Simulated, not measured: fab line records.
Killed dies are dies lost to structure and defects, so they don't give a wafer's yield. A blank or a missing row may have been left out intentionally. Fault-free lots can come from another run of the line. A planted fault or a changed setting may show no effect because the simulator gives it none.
2 desks looking at one fault | flow gf180mcu | numbers are kept per desk, each desk with only its own; the story behind them comes last

THE TOOL OWNER'S DESK: furnace-01
The tool's own readings at GF_POLY_GATE_OXIDATION_16 (stabilise 600 s, purge 300 s, target thk 4 nm): means of the sampled wafers that have a number, for each lot that ran on this tool. If a lot's mean is further than 4 standard deviations from the usual mean, the lot is out of limits and carries the mark OUT (the distance appears in the brackets). It has 8 readings, of which 7 appear: the earliest out of limits, and the ones furthest out on some lot.
Columns: A = spike-tc-bottom-C at GF_POLY_GATE_OXIDATION_16, usual 866.2 C; B = spike-tc-centre-C at GF_POLY_GATE_OXIDATION_16, usual 850.6 C; C = spike-tc-lower-C at GF_POLY_GATE_OXIDATION_16, usual 850.2 C; D = spike-tc-top-C at GF_POLY_GATE_OXIDATION_16, usual 865.2 C; E = spike-tc-upper-C at GF_POLY_GATE_OXIDATION_16, usual 849.6 C; F = zone-power-lower-pct at GF_POLY_GATE_OXIDATION_16, usual 15.45 %; G = zone-power-upper-pct at GF_POLY_GATE_OXIDATION_16, usual 17.49 %
lot  | first seen here | A               | B               | C               | D               | E               | F                | G
L457 | day 9 02:53     | 865.8           | 851.3           | 851.1           | 864.8           | 849.8           | 15.39            | 17.63
L458 | day 9 08:45     | 867.4           | 850.3           | 850.0           | 865.5           | 849.6           | 15.41            | 17.30
L463 | day 11 03:32    | 866.9           | 850.0           | 850.7           | 865.6           | 848.9           | 15.40            | 17.54
L466 | day 11 23:08    | 845.9 (-16) OUT | 828.5 (-22) OUT | 828.9 (-18) OUT | 844.3 (-19) OUT | 827.1 (-23) OUT | 14.65 (-5.3) OUT | 16.39 (-6.1) OUT
L468 | day 12 15:37    | 845.5 (-16) OUT | 828.4 (-22) OUT | 829.1 (-18) OUT | 844.2 (-19) OUT | 827.2 (-23) OUT | 14.68 (-5.1) OUT | 16.57 (-5.1) OUT
L476 | day 15 03:53    | 866.7           | 851.5           | 850.9           | 864.8           | 850.0           | 15.29            | 17.30
L477 | day 15 05:08    | 866.9           | 850.0           | 850.2           | 864.5           | 849.0           | 15.39            | 17.36
L478 | day 15 13:37    | 866.5           | 850.9           | 850.3           | 864.7           | 849.7           | 15.34            | 17.52
This desk finds L466, L468 out of limits, L466 being first, at day 11 23:08 (spike-tc-bottom-C at GF_POLY_GATE_OXIDATION_16). L457, L458, L463, L476, L477, L478 stayed within limits.

AT THE METROLOGY DESK
What the gauges read for every lot (on any tool): the sampled wafers with a number, averaged. If a lot's mean is further than 4 standard deviations from the usual mean, the lot is out of limits and carries the mark OUT (the distance appears in the brackets).
Columns: A = POLY_GATE_OXIDATION_THK at GF_POLY_GATE_THK_MEAS_17, usual 3.96 nm; B = M2_ALCU_RS at GF_M2_RS_MEAS_05, usual 0.0698 ohm/sq; C = V2_CVD_02_THK at GF_V2_THK_MEAS_03, usual 847 nm; D = V2_BOW at GF_V2_BOW_MEAS_05, usual 99 um
lot  | first seen here | A              | B      | C   | D
L457 | day 9 04:09     | 3.96           | 0.0693 | 851 | 112
L458 | day 9 10:01     | 3.90           | 0.0701 | 848 | 96
L459 | day 9 18:31     | 4.02           | 0.0705 | 839 | 90
L463 | day 11 04:47    | 3.92           | 0.0696 | 857 | 105
L466 | day 12 00:24    | 2.93 (-16) OUT | 0.0693 | 848 | 98
L468 | day 12 16:53    | 2.95 (-15) OUT | 0.0702 | 854 | 96
L471 | day 13 19:46    | 3.91           | 0.0698 | 847 | 100
L473 | day 14 12:44    | 4.04           | 0.0699 | 833 | 94
L476 | day 15 05:10    | 3.87           | 0.0696 | 851 | 92
L477 | day 15 06:23    | 3.95           | 0.0696 | 847 | 107
L478 | day 15 14:53    | 3.95           | 0.0701 | 849 | 99
L480 | day 16 00:46    | 3.86           | 0.0693 | 838 | 94
Finding of this desk: L466, L468 out of limits, first seen on L466 at day 12 00:24 (POLY_GATE_OXIDATION_THK at GF_POLY_GATE_THK_MEAS_17). L457, L458, L459, L463, L471, L473, L476, L477, L478, L480 stayed within limits.

TAKEN TOGETHER
At day 11 23:08, on L466, L468, the tool owner's desk was in a position to raise an alarm.
L466, L468 would have let the metrology desk raise an alarm at day 12 00:24.
Of the lots named, all ran GF_POLY_GATE_OXIDATION_16 on furnace-01.

WHAT HAD BEEN PUT IN BY THE SIMULATOR
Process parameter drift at GF_POLY_GATE_OXIDATION_16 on furnace-01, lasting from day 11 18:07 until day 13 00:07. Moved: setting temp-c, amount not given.
Shown lots that were struck: L466, L468.
Counting hours from when the fault started, the first reading out of limits came at 5 for the tool owner's desk and at 6 for the metrology desk.
